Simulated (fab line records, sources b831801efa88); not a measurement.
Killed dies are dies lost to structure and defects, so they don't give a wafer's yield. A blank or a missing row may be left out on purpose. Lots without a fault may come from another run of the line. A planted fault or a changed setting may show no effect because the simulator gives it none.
fab line records | flow sky130
record lots=9 wafers=27 last_day=50
route steps=708 shown METAL1@452 VIA1@471 METAL2@487 PAD_OPEN@708
lots that met no fault: from a run of the same line without faults
start_h: hours from the record's first day to the start of the lot's first wafer shown | wait_h: hours since the lot's step before | " the same as in the row above | L1.1+2: a row that stands for several wafers | - no value, or no start given | * or withheld: withheld | < > ~ a bound
route shown NAME@n: a module of which the file shows steps, and the number in the route of the first | usual: mean/standard deviation of fault-free wafers | same: alike in all rows | chamber/n: place in a boat | sites: the reading at each site | _std_site: their standard deviation | _edge_site: outer sites' mean less inner sites' | radius_mm: how far each site lies from the wafer's centre | mask NAME#n: copy n | behind: the tool/chamber that last shaped the wafer | hold: why the lot was held/for how many hours/how that ended | device: the transistor (n, p or np) that didn't switch | end of line: the same wafers' tests at the end of the route | a step without rows: its recipe alone | killed: dies lost to structure and defects at the first sort, not the wafer's yield | map: a wafer's dies, x killed, . not, _ none there
set.NAME: the setting as run; set.NAME@STEP: as run at that earlier step | model.NAME: the simulator's own value behind a step, which no gauge read
steps of the route over a sample of lots; a table a step, a row a wafer
services: from which hour (start_h, from the record's first day; less than 0 if before it) a tool's chamber was out of use, for how many hours, and why
## steps
# step SKY_METAL1_ETCH_18
# recipe chemistry=N2/H2 target=BARC ion_energy_ev=200 bias_w=100 pressure_mtorr=30 n2_flow_sccm=100 h2_flow_sccm=200 icp_w=500 stop_on=SiO2 time_s=45.9 target_depth_a=600
# usual chamber_pressure_mTorr=30.001/0.027 drypump_motor_current_A=5.7/0.51 h2_flow_sccm=199.9/0.6 n2_flow_sccm=100.0/0.3 oes_product_au=0.855/0.0047 throttle_valve_pct=13.223/0.0086
# columns lot.wafer tool chamber start_h wait_h chamber_pressure_mTorr drypump_motor_current_A h2_flow_sccm n2_flow_sccm oes_product_au rf_hours_counter_h throttle_valve_pct
L161.3 rie_metal-03 1 781.31 0.1 29.997 5.9 200.0 100.0 0.857 - 13.221
L161.5 " 1 " " 30.042 5.8 199.4 99.9 0.861 - 13.227
L161.6 " 1 " " 29.991 5.8 199.9 100.1 0.852 - 13.235
L165.1 rie_metal-04 1 820.54 0.0 30.037 6.3 200.9 99.9 0.864 0 13.220
L165.2 " 0 " " 29.997 6.1 200.0 100.0 0.854 13 13.209
L165.5 " 0 " " 29.968 6.0 199.3 99.9 0.849 - 13.219
L164.1 rie_metal-02 1 821.24 0.0 30.031 5.8 199.4 99.8 0.855 16 13.213
L164.4 " 0 " " 30.020 5.0 200.2 100.3 0.856 - 13.238
L164.6 " 1 " " 30.050 5.8 200.2 99.9 0.850 - 13.220
L167.1 rie_metal-03 1 823.75 0.0 29.981 5.9 200.0 99.7 0.855 12 13.227
L167.3 " 1 " " 30.021 5.9 200.1 99.6 0.852 - 13.231
L167.4 " 0 " " 29.946 4.9 199.4 100.2 0.851 - 13.228
L169.1 rie_metal-04 1 847.25 0.0 29.978 6.4 199.9 100.0 0.860 1 13.216
L169.4 " 1 " " 29.938 6.3 200.0 99.7 0.856 - 13.221
L169.6 " 0 " " 30.005 6.1 199.3 99.9 0.854 - 13.213
L173.4 rie_metal-03 1 872.31 0.0 30.060 5.8 199.5 100.2 0.858 - 13.221
L173.5 " 0 " " 30.041 4.9 199.7 99.7 0.852 - 13.221
L173.6 " 1 " " 30.001 5.8 199.3 100.1 0.863 - 13.225
L175.1 rie_metal-04 1 887.25 0.0 29.996 6.3 198.2 100.4 0.855 3 13.232
L175.5 " 1 " " 30.006 6.3 199.8 98.9 0.858 - 13.219
L175.6 " 0 " " 29.984 6.0 200.4 100.1 0.853 - 13.225
L176.2 rie_metal-03 0 894.09 0.0 30.005 4.9 199.1 99.8 0.851 4 13.241
L176.3 " 1 " " 29.967 5.8 199.1 100.0 0.857 - 13.228
L176.4 " 0 " " 30.029 4.9 199.5 100.4 0.862 - 13.219
L179.1 rie_metal-04 0 915.99 0.0 29.961 6.1 200.1 100.0 0.861 0 13.243
L179.5 " 1 " " 30.024 6.3 200.1 99.9 0.852 - 13.204
L179.6 " 0 " " 29.993 6.1 199.6 99.9 0.865 - 13.236
# step SKY_VIA1_OVL_MEAS_13
# usual VIA1_OVL=2/5
# columns lot.wafer tool chamber start_h wait_h VIA1_OVL[nm]
L161.3 overlay-01 - 809.22 0.1 -2
L161.5 " - " " -6
L161.6 " - " " -1
L165.1 overlay-01 - 848.73 0.1 -2
L165.2 " - " " -2
L165.5 " - " " -2
L164.1 overlay-01 - 849.31 0.1 -2
L164.4 " - " " -1
L164.6 " - " " 0
L167.1 overlay-01 - 851.73 0.1 -1
L167.3 " - " " 1
L167.4 " - " " -8
L169.1 overlay-02 - 874.72 0.1 -2
L169.4 " - " " -5
L169.6 " - " " -1
L173.4 overlay-02 - 899.64 0.1 5
L173.5 " - " " 4
L173.6 " - " " -2
L175.1 overlay-01 - 914.87 0.1 5
L175.5 " - " " -1
L175.6 " - " " 1
L176.2 overlay-01 - 921.03 0.1 4
L176.3 " - " " 7
L176.4 " - " " 4
L179.1 overlay-02 - 942.12 0.1 2
L179.5 " - " " 6
L179.6 " - " " 11
# step SKY_VIA1_SPUTTER_20
# recipe material=TiN target_thk_nm=20 chamber_pressure_pa=5 power_w=4000 time_s=80
# usual cathode_dc_power_W=4000.0/0.72 throttle_valve_pct=29.7/1.2
# columns lot.wafer tool chamber start_h wait_h cathode_dc_power_W throttle_valve_pct
L161.3 pvd_sputter-04 - 809.93 0.0 4000.8 30.3
L161.5 " - " " 4001.1 28.8
L161.6 " - " " 3999.6 30.4
L165.1 pvd_sputter-01 - 849.45 0.0 3999.6 29.8
L165.2 " - " " 4000.0 30.5
L165.5 " - " " 3998.6 29.8
L164.1 pvd_sputter-04 - 850.03 0.0 4000.8 30.6
L164.4 " - " " 3999.6 29.7
L164.6 " - " " 3999.8 28.9
L167.1 pvd_sputter-02 - 852.45 0.0 3999.8 27.3
L167.3 " - " " 3999.9 31.3
L167.4 " - " " 4000.7 29.3
L169.1 pvd_sputter-02 - 875.46 0.0 3999.9 27.1
L169.4 " - " " 4000.9 29.4
L169.6 " - " " 4000.1 31.2
L173.4 pvd_sputter-04 - 900.47 0.0 4000.8 30.4
L173.5 " - " " 4000.3 29.4
L173.6 " - " " 4001.3 30.5
L175.1 pvd_sputter-02 - 915.60 0.0 4000.1 27.3
L175.5 " - " " 3998.6 27.5
L175.6 " - " " 4000.1 29.2
L176.2 pvd_sputter-01 - 921.77 0.0 4000.2 29.7
L176.3 " - " " 3999.0 30.2
L176.4 " - " " 4000.0 30.0
L179.1 pvd_sputter-04 - 942.84 0.0 4000.3 29.8
L179.5 " - " " 4000.0 30.3
L179.6 " - " " 4000.5 29.0
# step SKY_METAL2_SPUTTER_04
# recipe material=TiN target_thk_nm=70 power_w=6500 time_s=58.3 chamber_pressure_pa=0.4
# usual cathode_dc_power_W=6500.0/1.1 throttle_valve_pct=29.9/1.2
# columns lot.wafer tool chamber start_h wait_h cathode_dc_power_W throttle_valve_pct
L161.3 pvd_sputter-02 - 810.65 0.0 6501.3 29.3
L161.5 " - " " 6499.9 31.7
L161.6 " - " " 6499.5 30.1
L165.1 pvd_sputter-03 - 850.17 0.0 6500.4 31.2
L165.2 " - " " 6500.5 30.0
L165.5 " - " " 6500.5 28.8
L164.1 pvd_sputter-03 - 850.75 0.0 6499.3 30.2
L164.4 " - " " 6500.5 28.8
L164.6 " - " " 6499.4 30.0
L167.1 pvd_sputter-03 - 853.17 0.0 6500.1 29.9
L167.3 " - " " 6499.0 30.1
L167.4 " - " " 6499.6 28.5
L169.1 pvd_sputter-04 - 876.18 0.0 6499.7 29.8
L169.4 " - " " 6499.0 30.4
L169.6 " - " " 6500.7 30.6
L173.4 pvd_sputter-03 - 901.28 0.0 6498.9 30.0
L173.5 " - " " 6500.2 30.0
L173.6 " - " " 6499.9 28.7
L175.1 pvd_sputter-04 - 916.32 0.0 6499.0 30.7
L175.5 " - " " 6498.6 30.4
L175.6 " - " " 6499.5 29.8
L176.2 pvd_sputter-03 - 922.50 0.0 6498.9 28.5
L176.3 " - " " 6500.0 30.2
L176.4 " - " " 6499.9 31.4
L179.1 pvd_sputter-02 - 943.56 0.0 6500.0 27.3
L179.5 " - " " 6499.5 27.3
L179.6 " - " " 6498.9 29.4
# step SKY_METAL2_THK_MEAS_06
# recipe thk_meas_gauge=xrf reads=AlCu_of_METAL2_SPUTTER_02
# usual METAL2_ALCU_THK=246/3.4
# columns lot.wafer tool chamber start_h wait_h METAL2_ALCU_THK[nm]
L161.3 film_metro-04 - 810.84 0.1 245
L161.5 " - " " 246
L161.6 " - " " 247
L165.1 film_metro-02 - 850.34 0.1 240
L165.2 " - " " 238
L165.5 " - " " 239
L164.1 film_metro-03 - 850.92 0.1 244
L164.4 " - " " 248
L164.6 " - " " 243
L167.1 film_metro-04 - 853.34 0.1 244
L167.3 " - " " 246
L167.4 " - " " 245
L169.1 film_metro-02 - 876.35 0.1 254
L169.4 " - " " 250
L169.6 " - " " 248
L173.4 film_metro-04 - 901.48 0.1 242
L173.5 " - " " 244
L173.6 " - " " 248
L175.1 film_metro-02 - 916.49 0.1 248
L175.5 " - " " 250
L175.6 " - " " 251
L176.2 film_metro-03 - 922.67 0.1 266
L176.3 " - " " 240
L176.4 " - " " 269
L179.1 film_metro-04 - 943.73 0.1 246
L179.5 " - " " 245
L179.6 " - " " 248
# step SKY_METAL2_METAL_ETCH_19
# recipe target_depth_a=3600 stop_on=SiO2 over_etch_frac=0.3 time_s=78 chemistry=Cl2/BCl3 resist_sidewall_deg=88 pressure_mtorr=10 icp_w=900 bias_w=48.5 Cl2_flow_sccm=60 bcl3_flow_sccm=30
# usual bcl3_flow_sccm=30.00/0.098 chamber_pressure_mTorr=10.001/0.01 drypump_motor_current_A=5.4/0.42 oes_product_au=0.854/0.006 throttle_valve_pct=22.263/0.0092
# same over_etch_frac=0.3
# columns lot.wafer tool chamber start_h wait_h bcl3_flow_sccm chamber_pressure_mTorr drypump_motor_current_A oes_product_au rf_hours_counter_h throttle_valve_pct
L161.3 rie_metal-03 0 837.98 0.1 30.06 10.001 4.9 0.857 - 22.260
L161.5 " 1 " " 30.06 9.987 5.8 0.860 - 22.266
L161.6 " 0 " " 30.08 10.005 4.9 0.856 - 22.260
L165.1 rie_metal-02 0 877.04 0.0 29.97 10.004 5.0 0.847 18 22.270
L165.2 " 1 " " 29.97 10.003 5.8 0.846 0 22.281
L165.5 " 1 " " 29.99 10.013 5.8 0.851 - 22.267
L164.1 rie_metal-03 0 877.39 0.0 29.91 9.991 4.9 0.849 3 22.271
L164.4 " 1 " " 30.17 10.007 5.8 0.859 - 22.258
L164.6 " 1 " " 30.20 9.996 5.8 0.852 - 22.265
L167.1 rie_metal-01 0 880.44 0.0 29.83 9.990 5.1 0.852 3 22.243
L167.3 " 1 " " 29.92 10.006 5.9 0.866 - 22.270
L167.4 " 0 " " 29.80 10.004 5.1 0.857 - 22.270
L169.1 rie_metal-02 1 902.64 0.1 30.03 9.994 5.8 0.860 2 22.275
L169.4 " 1 " " 29.95 10.002 5.8 0.859 - 22.257
L169.6 " 1 " " 30.20 10.015 5.8 0.855 - 22.265
L173.4 rie_metal-01 0 927.35 0.1 29.86 9.995 5.1 0.852 - 22.262
L173.5 " 0 " " 29.78 9.984 5.1 0.844 - 22.263
L173.6 " 0 " " 29.82 9.995 5.1 0.861 - 22.252
L175.1 rie_metal-02 1 941.90 0.0 30.05 10.016 5.8 0.854 4 22.265
L175.5 " 0 " " 30.02 10.007 5.0 0.860 - 22.254
L175.6 " 1 " " 30.09 9.999 5.8 0.863 - 22.262
L176.2 rie_metal-01 0 948.45 0.0 30.16 9.991 5.1 0.824 7 22.257
L176.3 " 0 " " 30.03 9.996 5.1 0.843 - 22.264
L176.4 " 1 " " 29.98 10.013 5.9 0.819 - 22.253
L179.1 rie_metal-01 0 968.85 0.0 29.93 10.003 5.1 0.850 9 22.255
L179.5 " 1 " " 30.07 9.996 5.9 0.853 - 22.280
L179.6 " 0 " " 30.04 9.989 5.1 0.860 - 22.271
# step SKY_PAD_OPEN_PROBE_99
# usual defect_limited_yield=82.5/1.6 killed_at_M0_to_M3=43/6.6 killed_at_M4_up=3.4/1.8 killed_at_contacts=24/5.7 killed_at_front_end=15/4.2 killed_at_other=0.3/0.58 killed_dies=86/8 killed_on_rim=16/3.9 killed_open=46/7.2 killed_short=39/5.8 sort_bin_3_pad_short=0.9/0.41 sort_bin_5_function=10.3/1.2 sort_bin_6_memory=6.3/1.1 sort_n_pass=406/8 sort_yield_pct=82.5/1.6
# same gross_dies=492 killed_at_back_side=0 sort_bin_4_leakage[%]=0 sort_bin_8_speed[%]=0
# columns lot.wafer tool chamber start_h wait_h defect_limited_yield[%] killed_at_M0_to_M3 killed_at_M4_up killed_at_contacts killed_at_front_end killed_at_other killed_dies killed_on_rim killed_open killed_short sort_bin_3_pad_short[%] sort_bin_5_function[%] sort_bin_6_memory[%] sort_n_pass sort_yield_pct[%]
L161.3 prober-02 - 1092.10 0.2 84.8 39 3 23 10 0 75 11 38 36 1.2 7.9 6.1 417 84.8
L161.5 prober-02 - 1092.20 0.2 86.4 33 6 17 11 0 67 11 39 26 0.4 7.5 5.7 425 86.4
L161.6 prober-02 - 1092.25 0.2 80.5 42 5 32 17 0 96 14 52 41 1.6 11.4 6.5 396 80.5
L165.1 prober-01 - 1121.71 0.1 81.7 45 2 18 24 1 90 17 53 37 1.4 9.6 7.3 402 81.7
L165.2 prober-01 - 1121.76 0.1 84.3 33 4 27 13 0 77 12 46 31 0.6 9.8 5.3 415 84.3
L165.5 prober-01 - 1121.91 0.2 82.3 47 3 19 17 1 87 20 47 39 1.0 10.4 6.3 405 82.3
L164.1 prober-01 - 1124.18 0.1 84.3 44 3 15 15 0 77 16 47 29 0.4 10.2 5.1 415 84.3
L164.4 prober-01 - 1124.33 0.2 82.3 41 2 31 13 0 87 19 42 44 0.4 11.2 6.1 405 82.3
L164.6 prober-01 - 1124.43 0.2 80.7 49 2 28 15 1 95 18 46 48 1.0 12.4 5.9 397 80.7
L167.1 prober-02 - 1124.88 0.1 80.9 46 1 33 14 0 94 15 63 31 1.2 11.0 6.9 398 80.9
L167.3 prober-02 - 1124.98 0.2 82.3 41 4 29 13 0 87 15 51 36 0.6 10.8 6.3 405 82.3
L167.4 prober-02 - 1125.03 0.2 80.3 55 2 26 14 0 97 22 51 46 1.6 12.4 5.7 395 80.3
L169.1 prober-02 - 1142.05 0.1 81.7 39 3 27 19 2 90 11 55 33 0.8 11.2 6.3 402 81.7
L169.4 prober-02 - 1142.20 0.2 84.1 37 0 31 10 0 78 17 42 36 0.8 9.8 5.3 414 84.1
L169.6 prober-02 - 1142.30 0.2 82.1 35 3 27 22 1 88 10 53 35 0.8 9.1 7.9 404 82.1
L173.4 prober-01 - 1162.47 0.2 84.3 31 6 22 18 0 77 12 42 34 1.0 8.5 6.1 415 84.3
L173.5 prober-01 - 1162.52 0.2 81.5 42 1 32 16 0 91 12 47 44 1.4 9.3 7.7 401 81.5
L173.6 prober-01 - 1162.57 0.2 83.5 43 4 20 14 0 81 14 39 42 0.8 10.8 4.9 411 83.5
L175.1 prober-01 - 1172.62 0.1 83.1 43 4 23 13 0 83 15 42 41 0.8 12.0 4.1 409 83.1
L175.5 prober-01 - 1172.82 0.2 79.3 48 3 34 17 0 102 18 60 42 0.8 13.6 6.3 390 79.3
L175.6 prober-01 - 1172.87 0.2 81.3 41 7 29 15 0 92 20 47 45 1.0 10.8 6.9 400 81.3
L176.2 prober-02 - 1174.63 0.1 83.7 50 3 14 13 0 80 20 42 38 0.6 9.6 6.1 412 83.7
L176.3 prober-02 - 1174.68 0.2 81.1 43 8 28 14 0 93 16 47 46 1.0 10.4 7.5 399 81.1
L176.4 prober-02 - 1174.73 0.2 82.9 37 7 21 19 0 84 15 41 43 1.6 9.3 6.1 408 82.9
L179.1 prober-01 - 1192.03 0.1 81.7 43 5 31 10 1 90 22 45 45 1.6 10.2 6.5 402 81.7
L179.5 prober-01 - 1192.23 0.2 82.7 49 7 16 13 0 85 19 45 40 1.0 9.1 7.1 407 82.7
L179.6 prober-01 - 1192.28 0.2 84.8 33 3 22 17 0 75 16 39 36 0.4 11.0 3.9 417 84.8
# killed by level:class
L161.3 CONTACT:geometric_particle:open=8 VIA1:geometric_particle:open=6 VIA1:geometric_particle:short=5 LI_CONTACT:geometric_particle:short=5 LI_CONTACT:geometric_particle:open=5 VIA3:geometric_particle:open=5 METAL2:geometric_particle:short=5 VIA3:geometric_particle:short=5
L161.5 VIA2:geometric_particle:open=14 CONTACT:geometric_particle:open=9 METAL4:geometric_particle:short=6 POLY_GATE:geometric_particle:short=5 LI_CONTACT:geometric_particle:open=5 VIA3:geometric_particle:open=5 FIELD_ISO:geometric_particle:short=3 VIA3:geometric_particle:short=3
L161.6 VIA1:geometric_particle:open=14 LI_CONTACT:geometric_particle:open=11 CONTACT:geometric_particle:open=10 FIELD_ISO:geometric_particle:short=8 VIA3:geometric_particle:open=7 METAL2:geometric_particle:short=7 METAL1:geometric_particle:short=5 LI_CONTACT:geometric_particle:short=4
L165.1 VIA1:geometric_particle:open=10 VIA2:geometric_particle:open=10 LI_CONTACT:geometric_particle:open=7 METAL1:geometric_particle:short=6 POLY_GATE:geometric_particle:open=5 POLY_GATE:geometric_particle:short=5 CONTACT:geometric_particle:open=5 VIA3:geometric_particle:open=5
L165.2 CONTACT:geometric_particle:open=11 LI_CONTACT:geometric_particle:open=8 VIA2:geometric_particle:open=6 VIA3:geometric_particle:open=6 LI_CONTACT:geometric_particle:short=5 VIA1:geometric_particle:short=4 VIA1:geometric_particle:open=4 METAL2:geometric_particle:short=4
L165.5 VIA1:geometric_particle:open=12 CONTACT:geometric_particle:open=9 METAL1:geometric_particle:short=6 VIA2:geometric_particle:open=6 VIA1:geometric_particle:short=5 VIA3:geometric_particle:open=5 FIELD_ISO:geometric_particle:open=4 FIELD_ISO:geometric_particle:short=4
L164.1 VIA1:geometric_particle:open=12 CONTACT:geometric_particle:open=6 POLY_GATE:geometric_particle:short=5 METAL1:geometric_particle:short=5 VIA1:geometric_particle:short=5 VIA2:geometric_particle:open=5 VIA3:geometric_particle:open=5 POLY_GATE:geometric_particle:open=4
L164.4 CONTACT:geometric_particle:open=11 VIA1:geometric_particle:open=9 LOCAL_INTERCONNECT:geometric_particle:short=8 LI_CONTACT:geometric_particle:open=6 METAL1:geometric_particle:short=6 VIA2:geometric_particle:open=6 POLY_GATE:geometric_particle:open=5 METAL2:geometric_particle:short=5
L164.6 VIA1:geometric_particle:open=11 LI_CONTACT:geometric_particle:open=8 LOCAL_INTERCONNECT:geometric_particle:short=7 CONTACT:geometric_particle:short=6 METAL2:geometric_particle:short=6 METAL3:geometric_particle:short=5 CONTACT:geometric_particle:open=4 VIA1:geometric_particle:short=4
L167.1 LI_CONTACT:geometric_particle:open=13 VIA1:geometric_particle:open=13 CONTACT:geometric_particle:open=10 VIA2:geometric_particle:open=9 VIA3:geometric_particle:open=6 LI_CONTACT:geometric_particle:short=5 VIA2:geometric_particle:short=5 FIELD_ISO:geometric_particle:open=4
L167.3 VIA2:geometric_particle:open=11 CONTACT:geometric_particle:open=11 VIA1:geometric_particle:open=8 LI_CONTACT:geometric_particle:open=6 METAL1:geometric_particle:short=6 LI_CONTACT:geometric_particle:short=5 FIELD_ISO:geometric_particle:open=4 VIA3:geometric_particle:open=4
L167.4 VIA1:geometric_particle:open=13 METAL2:geometric_particle:short=10 LI_CONTACT:geometric_particle:open=7 METAL1:geometric_particle:short=6 VIA1:geometric_particle:short=6 VIA3:geometric_particle:open=6 POLY_GATE:geometric_particle:open=5 LI_CONTACT:geometric_particle:short=5
L169.1 VIA2:geometric_particle:open=11 LI_CONTACT:geometric_particle:open=9 VIA1:geometric_particle:open=8 VIA3:geometric_particle:open=8 CONTACT:geometric_particle:open=7 FIELD_ISO:geometric_particle:short=4 LOCAL_INTERCONNECT:geometric_particle:short=4 CONTACT:geometric_particle:short=4
L169.4 VIA1:geometric_particle:open=10 LI_CONTACT:geometric_particle:open=10 CONTACT:geometric_particle:short=8 CONTACT:geometric_particle:open=7 VIA1:geometric_particle:short=6 METAL3:geometric_particle:short=5 VIA3:geometric_particle:open=4 FIELD_ISO:geometric_particle:open=3
L169.6 CONTACT:geometric_particle:open=14 VIA1:geometric_particle:open=9 FIELD_ISO:geometric_particle:short=7 LI_CONTACT:geometric_particle:open=7 VIA3:geometric_particle:open=5 POLY_GATE:geometric_particle:open=4 CONTACT:geometric_particle:short=4 VIA2:geometric_particle:short=4
L173.4 LI_CONTACT:geometric_particle:open=8 VIA2:geometric_particle:open=7 VIA1:geometric_particle:open=6 FIELD_ISO:geometric_particle:short=5 POLY_GATE:geometric_particle:open=5 CONTACT:geometric_particle:open=5 LOCAL_INTERCONNECT:geometric_particle:short=5 VIA3:geometric_particle:open=5
L173.5 CONTACT:geometric_particle:short=14 VIA1:geometric_particle:open=11 VIA3:geometric_particle:open=9 LI_CONTACT:geometric_particle:open=8 FIELD_ISO:geometric_particle:open=7 CONTACT:geometric_particle:open=5 METAL2:geometric_particle:short=5 METAL1:geometric_particle:short=4
L173.6 VIA1:geometric_particle:open=10 FIELD_ISO:geometric_particle:short=8 CONTACT:geometric_particle:open=7 LI_CONTACT:geometric_particle:open=6 VIA2:geometric_particle:open=6 METAL3:geometric_particle:short=6 CONTACT:geometric_particle:short=4 VIA1:geometric_particle:short=4
L175.1 VIA1:geometric_particle:open=12 LI_CONTACT:geometric_particle:open=8 VIA2:geometric_particle:open=8 LOCAL_INTERCONNECT:geometric_particle:short=7 VIA1:geometric_particle:short=7 FIELD_ISO:geometric_particle:short=5 METAL1:geometric_particle:short=5 CONTACT:geometric_particle:open=4
L175.5 CONTACT:geometric_particle:open=16 VIA1:geometric_particle:open=15 LI_CONTACT:geometric_particle:open=9 VIA1:geometric_particle:short=7 VIA2:geometric_particle:open=7 FIELD_ISO:geometric_particle:short=6 VIA3:geometric_particle:open=6 LOCAL_INTERCONNECT:geometric_particle:short=4
L175.6 LI_CONTACT:geometric_particle:open=10 LOCAL_INTERCONNECT:geometric_particle:short=6 VIA1:geometric_particle:open=6 METAL1:geometric_particle:short=6 VIA3:geometric_particle:open=6 CONTACT:geometric_particle:short=5 CONTACT:geometric_particle:open=5 METAL2:geometric_particle:short=5
L176.2 VIA1:geometric_particle:open=13 VIA2:geometric_particle:open=11 FIELD_ISO:geometric_particle:short=8 CONTACT:geometric_particle:open=8 VIA3:geometric_particle:short=6 METAL1:geometric_particle:short=4 VIA1:geometric_particle:short=4 METAL4:geometric_particle:short=3
L176.3 CONTACT:geometric_particle:open=12 VIA1:geometric_particle:open=12 METAL2:geometric_particle:short=8 LI_CONTACT:geometric_particle:open=5 LOCAL_INTERCONNECT:geometric_particle:short=5 METAL4:geometric_particle:short=5 VIA3:geometric_particle:open=5 POLY_GATE:geometric_particle:short=4
L176.4 METAL1:geometric_particle:short=10 CONTACT:geometric_particle:open=8 FIELD_ISO:geometric_particle:short=6 FIELD_ISO:geometric_particle:open=5 LI_CONTACT:geometric_particle:open=5 VIA1:geometric_particle:open=5 VIA2:geometric_particle:open=5 METAL4:geometric_particle:short=5
L179.1 LI_CONTACT:geometric_particle:open=10 VIA1:geometric_particle:open=10 FIELD_ISO:geometric_particle:short=7 METAL2:geometric_particle:short=7 VIA3:geometric_particle:open=7 CONTACT:geometric_particle:short=6 CONTACT:geometric_particle:open=6 METAL1:geometric_particle:short=5
L179.5 VIA1:geometric_particle:open=15 VIA3:geometric_particle:open=8 POLY_GATE:geometric_particle:short=5 LI_CONTACT:geometric_particle:open=4 METAL4:geometric_particle:short=4 METAL1:geometric_particle:short=4 CONTACT:geometric_particle:open=4 VIA1:geometric_particle:short=4
L179.6 LI_CONTACT:geometric_particle:open=9 CONTACT:geometric_particle:open=8 FIELD_ISO:geometric_particle:short=6 VIA3:geometric_particle:open=6 VIA1:geometric_particle:short=5 VIA1:geometric_particle:open=5 VIA2:geometric_particle:open=4 SPACER:geometric_particle:short=4
## services
# columns tool chamber start_h hours kind
pvd_sputter-02 - 759.96 1.9 repair
rie_metal-01 1 768.19 - clean
rie_metal-01 1 768.19 18.1 scheduled_down
rie_metal-01 1 768.19 18.1 vent_cycle
pvd_sputter-02 1 770.66 - consumable_replace:kit
pvd_sputter-02 1 770.66 18.0 scheduled_down
pvd_sputter-02 1 770.66 18.0 vent_cycle
pvd_sputter-02 - 771.96 11.7 repair
pvd_sputter-03 3 773.42 - consumable_replace:kit
pvd_sputter-03 3 773.42 18.0 scheduled_down
pvd_sputter-03 3 773.42 18.0 vent_cycle
rie_metal-03 0 775.10 - clean
rie_metal-03 0 775.10 15.7 scheduled_down
rie_metal-03 0 775.10 15.7 vent_cycle
rie_metal-01 0 786.27 - clean
rie_metal-01 0 786.27 17.7 scheduled_down
rie_metal-03 - 813.42 2.8 pm
rie_metal-03 - 816.56 0.7 repair
rie_metal-04 1 831.56 3.0 repair
rie_metal-04 0 863.55 12.9 repair
rie_metal-04 - 865.75 4.5 repair
pvd_sputter-04 - 927.69 6.7 repair
pvd_sputter-04 - 950.27 2.5 repair
pvd_sputter-04 - 960.25 0.5 repair
## key
first_sign step=SKY_METAL2_THK_MEAS_06 reading=METAL2_ALCU_THK direction=up sigmas=6.2 usual=246 struck=267
effect step=SKY_METAL2_METAL_ETCH_19 reading=oes_product_au direction=down sigmas=5.6 usual=0.854 struck=0.821
met_at SKY_METAL2_SPUTTER_04
struck_lots L176
struck_wafers L176.2,L176.4
not_acting_at SKY_METAL1_ETCH_18,SKY_VIA1_OVL_MEAS_13,SKY_VIA1_SPUTTER_20
onset_between 901.28 922.50
fault kind=process_parameter_drift tool=pvd_sputter-03 chamber=- onset_h=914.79 steps=SKY_METAL2_SPUTTER_04 channel=target_thk_nm offset=-48.77 shape=step end_h=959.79 scope=struck_wafers_only acts_in=these_recipes_only stated=70
